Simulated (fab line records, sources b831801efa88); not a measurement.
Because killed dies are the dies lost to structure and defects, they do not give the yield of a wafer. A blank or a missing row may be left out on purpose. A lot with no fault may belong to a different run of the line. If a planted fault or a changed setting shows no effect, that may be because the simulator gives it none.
A single fault, viewed from 2 desks	flow sfqLine	only its own numbers are on each desk; what lay behind them is given at the end

DESK OF THE TOOL OWNER: lithoTrack-01
The tool's own readings at SFQ_TRILAYER_M6_LITHO_COAT_164 (resist thk 62 nm): means of the sampled wafers that have a number, for each lot that ran on this tool. Marked OUT: a lot whose mean sits more than 4 standard deviations from the usual mean, which makes it out of limits; the brackets give that distance.
Columns: A = spinSpeedRpm at SFQ_TRILAYER_M6_LITHO_COAT_164, usual 2999.6 rpm
lot	first seen here	A
L985	day 68 09:59	3000.3
L993	day 71 22:43	2998.4
L995	day 72 04:43	3094.0 (+56) OUT
L996	day 73 06:01	3094.0 (+56) OUT
This desk's finding: out of limits on L995, L996; first on L995, day 72 04:43 (spinSpeedRpm at SFQ_TRILAYER_M6_LITHO_COAT_164). L985, L993: within limits.

METROLOGY DESK
Means of the sampled wafers that have a number, per lot and without regard to the tool the lot ran on: this is what the gauges read. Marked OUT: a lot whose mean sits more than 4 standard deviations from the usual mean, which makes it out of limits; the brackets give that distance.
Columns: A = R5_MONX_THK at SFQ_R5_THK_MEAS_934, usual 40.3 nm; B = I6_BOW at SFQ_I6_BOW_MEAS_941, usual 7 um
lot	first seen here	A	B
L980	day 51 09:36	40.1	-2
L981	day 51 16:32	40.4	1
L982	day 52 04:19	40.1	3
L984	day 52 17:34	40.3	9
L985	day 52 21:44	40.6	13
L986	day 53 06:45	40.6	17
L988	day 55 05:07	41.3	-4
L993	day 57 05:19	39.9	2
L994	day 57 08:20	40.1	1
L995	day 57 11:19	39.7	20
L996	day 58 13:28	40.4	19
L998	day 58 19:26	40.6	-5
L101	day 65 06:09	39.6	5
L102	day 65 10:53	40.3	4
Result from this desk: across the 14 lots, nothing is out of limits.

TAKEN TOGETHER
At day 72 04:43, on L995, L996, the tool owner's desk was in a position to raise an alarm.
The metrology desk saw nothing out of limits.
The metrology desk has L995, L996 on record, within its limits.
All the named lots went through SFQ_TRILAYER_M6_LITHO_COAT_164 on lithoTrack-01.

WHAT HAD BEEN PUT IN BY THE SIMULATOR
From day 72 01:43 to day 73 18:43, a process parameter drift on lithoTrack-01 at SFQ_TRILAYER_M6_LITHO_COAT_164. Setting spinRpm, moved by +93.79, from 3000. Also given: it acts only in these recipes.
Struck lots among those shown: L995, L996.
Each desk's first reading out of limits, in hours after the fault started: the tool owner's desk, 3.
